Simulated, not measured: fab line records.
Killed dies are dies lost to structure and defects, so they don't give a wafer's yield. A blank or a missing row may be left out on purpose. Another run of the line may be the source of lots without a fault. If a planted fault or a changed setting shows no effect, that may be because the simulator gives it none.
Struck lot and sound lot, side by side :: flow sky130 :: 17 steps out of a route of 708
Sound: the wafers L257.1, L257.2, L257.4. Struck: wafers L273.1, L273.2, L273.3. The cause is given at the end.
Order at every step that has rows: each side's tool, ch and its chambers, its first start. Under that, the readings that differ: sound wafers :: struck wafers :: difference of the means :: sigmas: that difference in standard deviations of wafers without a fault.
alike: readings whose means differ by less than 2 such deviations, and words and numbers that are the same on both sides. not compared: withheld readings, readings that some wafer has no value for, bounds like >300 that may hide the same value, and numbers for which the record gives no deviation and whose values overlap.
Wherever a step has rows on one side only, a row that says differs or no value, or a row with sigmas, the two part there. Numbers that have no deviation but don't overlap get no sigmas and don't part them. Lack of a reading on every wafer of one side parts them only where that side has two or more wafers.

SKY_LDD_P_OVL_MEAS_08:
  struck on overlay-02, day 25 18:53; sound on overlay-02, day 19 07:12
  alike: LDD_P_OVL
after that, 1 step had no rows for these wafers: SKY_LDD_P_IMPLANT_09.
SKY_LDD_P_STRIP_10: strips in O2/N2.
  sound on plasma asher-01 ch 0,1, day 19 07:23; struck on plasma asher-04 ch 0,1, day 25 19:04
  alike: drypump motor current A, oes product au, strip time to endpoint s
  not compared: rf hours counter h
SKY_LDD_P_TW_MEAS_11:
  struck on film metro-03, day 25 19:10; sound on film metro-02, day 19 07:29
  alike: LDD_P_TW
then, 7 steps without rows for these wafers: SKY_LDD_HVN_DEHYDRATE_00 (time 60 s); SKY_LDD_HVN_HMDS_01 (prime time 60 s); SKY_LDD_HVN_COAT_02 (resist thk 300 nm); SKY_LDD_HVN_SOFTBAKE_03 (time 60 s); SKY_LDD_HVN_EXPOSE_04 (exposes mask HVNTM, target cd 700 nm); SKY_LDD_HVN_PEB_05; SKY_LDD_HVN_DEVELOP_06 (develop time 60 s).
SKY_LDD_HVN_OVL_MEAS_07:
  struck on overlay-01, day 27 00:10; sound on overlay-02, day 20 13:50
  alike: LDD_HVN_OVL
SKY_LDD_HVN_IMPLANT_08:
  sound on implanter-03 ch 0, day 20 13:52; struck on implanter-02 ch 0, day 27 00:13
reading: dose ions cm2
sound: 3.001e+13 2.998e+13 2.998e+13
struck: 2.7899e+14 2.7898e+14 2.7899e+14
difference: +2.4900e+14
sigmas: +99 or more

reading: end station pressure torr (Torr)
sound: 5.07e-06 5.39e-06 4.92e-06
struck: 6.51e-06 6.83e-06 5.99e-06
difference: +1.32e-06
sigmas: +5

reading: faraday current uA
sound: 172 170 169
struck: 1495 1585 1504
difference: +1358
sigmas: +99 or more
  alike: tilt deg
SKY_LDD_HVN_STRIP_09: strips in O2/N2.
  sound on plasma asher-02 ch 0,1, day 20 14:01; struck on plasma asher-01 ch 0,1, day 27 00:22
  alike: drypump motor current A, oes product au, strip time to endpoint s
  not compared: rf hours counter h
SKY_LDD_HVN_TW_MEAS_10:
  struck on film metro-04, day 27 00:28; sound on film metro-01, day 20 14:07
reading: LDD_HVN_TW
sound: 1439 1436 1442
struck: 2905 2886 2911
difference: +1462
sigmas: +91
then, 1 step without rows for these wafers: SKY_LDD_HVP_DEHYDRATE_00 (time 60 s).
-- here the record skips 23 days between the struck wafers' starts before and after, leaving off in module LDD_HVP and picking up in module PAD_OPEN (first step shown: number 708 of the route) --
SKY_PAD_OPEN_PROBE_99:
  struck on prober-02, day 49 17:37; sound on prober-01, day 46 01:20
reading: model.etest.tip_n_5v.rs ohm sq
sound: 1376 1381 1375
struck: 253.5 254.4 254.1
difference: -1123.3
sigmas: 

reading: model.etest.nfet g5v0d10v5.r on ohm um
sound: 1853 1866 1861
struck: 1468 1463 1478
difference: -390
sigmas: 

reading: model.etest.nfet_16v.r on ohm um
sound: 1.426e+04 1.432e+04 1.428e+04
struck: 1.425e+04 1.414e+04 1.402e+04
difference: -1.500e+02
sigmas: 

reading: model.etest.nfet g5v0d10v5.drive ua um
sound: 608.2 605.3 604.7
struck: 712.2 715.2 711
difference: +106.7
sigmas: 

reading: model.etest.nfet_05v0_nvt.drive ua um
sound: 580.6 585.6 573.8
struck: 621.8 633 623.9
difference: +46.2
sigmas: 

reading: model.etest.tip_n_5v.rs ohm sq range
sound: 21.65 14.2 25.02
struck: 3.494 4.763 5.415
difference: -15.733
sigmas: 

reading: model.etest.res ndiff hv.rs ohm sq
sound: 115 116 116.4
struck: 100.1 100.1 100.6
difference: -15.5
sigmas: 

reading: model.etest.nfet_16v.drive ua um
sound: 223.4 223.1 222.7
struck: 226 230.3 230.5
difference: +6
sigmas: 
  alike: killed_at_M0_to_M3, killed_at_M4_up, killed at contacts, killed at front end, killed at other, killed dies, killed open, killed short

## WHERE THEY PART
First at SKY_LDD_HVN_IMPLANT_08; last, within this record, at SKY_LDD_HVN_TW_MEAS_10. Later steps at which nothing parts them and some readings are alike: SKY_PAD_OPEN_PROBE_99.

WHY: the cause the simulator had injected
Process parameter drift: implanter-02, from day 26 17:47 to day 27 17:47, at SKY_LDD_HVN_IMPLANT_08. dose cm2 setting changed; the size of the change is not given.
